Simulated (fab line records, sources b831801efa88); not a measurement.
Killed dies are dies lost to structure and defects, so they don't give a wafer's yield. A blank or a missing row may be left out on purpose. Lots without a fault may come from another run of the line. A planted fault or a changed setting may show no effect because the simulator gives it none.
A struck lot beside a sound one | flow sky130 | 15 steps out of a route of 708
Sound: wafers L934.1, L934.3, L934.4. Struck: wafers L938.1, L938.3, L938.6. The cause comes at the end.
At each step with rows: each side's tool, then ch and its chambers, then its first start. Under that, the readings that differ: sound wafers | struck wafers | difference of the means | sigmas: that difference in standard deviations of wafers without a fault.
alike: readings whose means differ by less than 2 such deviations, and words and numbers that are the same on both sides. not compared: withheld readings, readings that some wafer has no value for, bounds like >300 that may hide the same value, and numbers for which the record gives no deviation and whose values overlap.
The two part at a step that has a row with sigmas, a row that says differs or no value, or rows on one side only. Numbers that don't overlap but have no deviation are shown without sigmas and don't part them. A reading that every wafer of one side lacks parts them only if that side has two wafers or more.

first, 6 steps without rows for these wafers: SKY_GATE_OXIDE_HMDS_04 (prime time 60 s); SKY_GATE_OXIDE_COAT_05 (resist thk 1140 nm); SKY_GATE_OXIDE_SOFTBAKE_06 (time 60 s); SKY_GATE_OXIDE_EXPOSE_07 (exposes mask LVOM, target cd 600 nm); SKY_GATE_OXIDE_PEB_08; SKY_GATE_OXIDE_DEVELOP_09 (develop time 60 s).
SKY_GATE_OXIDE_OVL_MEAS_10:
  sound on overlay-02, day 15 23:21; struck on overlay-01, day 17 07:25
  alike: GATE_OXIDE_OVL
then, 2 steps without rows for these wafers: SKY_GATE_OXIDE_IMPLANT_11; SKY_GATE_OXIDE_WET_ETCH_12 (etches SiO2 in dHF, target depth 16.8 nm, time 336 s).
SKY_GATE_OXIDE_STRIP_13: strips in O2/N2.
  sound on plasma_asher-01 ch 0,1, day 15 23:38; struck on plasma_asher-04 ch 1, day 17 07:42
  alike: drypump_motor_current_A, oes_product_au, strip_time_to_endpoint_s
  not compared: rf_hours_counter_h
SKY_GATE_OXIDE_TW_MEAS_14:
  sound on film_metro-02, day 15 23:44; struck on film_metro-03, day 17 07:48
  alike: GATE_OXIDE_TW
then, 1 step without rows for these wafers: SKY_GATE_OXIDE_CLEAN_15 (cleans in SC1/SC2, time 150 s).
SKY_GATE_OXIDE_OXIDATION_16: stabilise 600 s, purge 300 s, target thk 3.57 nm.
  sound on furnace-02 ch 0, day 16 00:58; struck on furnace-02 ch 0, day 17 11:48
  reading                                           | sound             | struck           | difference | sigmas
  model.SiO2_of_GATE_OXIDE_OXIDATION_01.thk_nm (nm) | 11.55 11.55 11.52 | 12.72 12.77 12.7 | +1.19      |
  alike: spike_tc_lower_C, spike_tc_top_C, tube_center_temp_C, zone_power_lower_pct, zone_power_top_pct
then, 1 step without rows for these wafers: SKY_POLY_GATE_CVD_00 (deposits poly-Si, target thk 180 nm, time 720 s).
-- the record jumps here: 31 days lie between the struck wafers' starts before and after (it left off in module POLY_GATE and takes up again in module PAD_OPEN, whose first step shown is number 708 of the route) --
SKY_PAD_OPEN_PROBE_99:
  sound on prober-02, day 47 04:02; struck on prober-02, day 48 06:41
  reading                                | sound                         | struck                        | difference | sigmas
  model.etest.nfet_16v.r_on_ohm_um       | 1.401e+04 1.396e+04 1.385e+04 | 1.529e+04 1.525e+04 1.518e+04 | +1.300e+03 |
  model.etest.pfet_16v.r_on_ohm_um       | 1.517e+04 1.536e+04 1.541e+04 | 1.575e+04 1.575e+04 1.578e+04 | +4.467e+02 |
  model.etest.pfet_g5v0d10v5.r_on_ohm_um | 4854 4836 4816                | 5347 5364 5338                | +514       |
  model.etest.pfet_01v8.r_on_ohm_um      | 3010 3002 2982                | 3280 3315 3324                | +308       |
  model.etest.tip_sonos.rs_ohm_sq        | 2665 2642 2649                | 2911 2963 2901                | +273       |
  model.etest.nfet_g5v0d10v5.r_on_ohm_um | 1912 1934 1892                | 2096 2122 2096                | +192       |
  model.etest.nfet_01v8.r_on_ohm_um      | 867.6 869.6 863               | 945.8 947.1 957.6             | +83.4      |
  model.etest.nfet_01v8_lvt.drive_ua_um  | 549.6 557.2 550.8             | 514.4 510.3 509               | -41.3      |

WHERE THEY PART
Nowhere in this record.

WHY: what the simulator had put in
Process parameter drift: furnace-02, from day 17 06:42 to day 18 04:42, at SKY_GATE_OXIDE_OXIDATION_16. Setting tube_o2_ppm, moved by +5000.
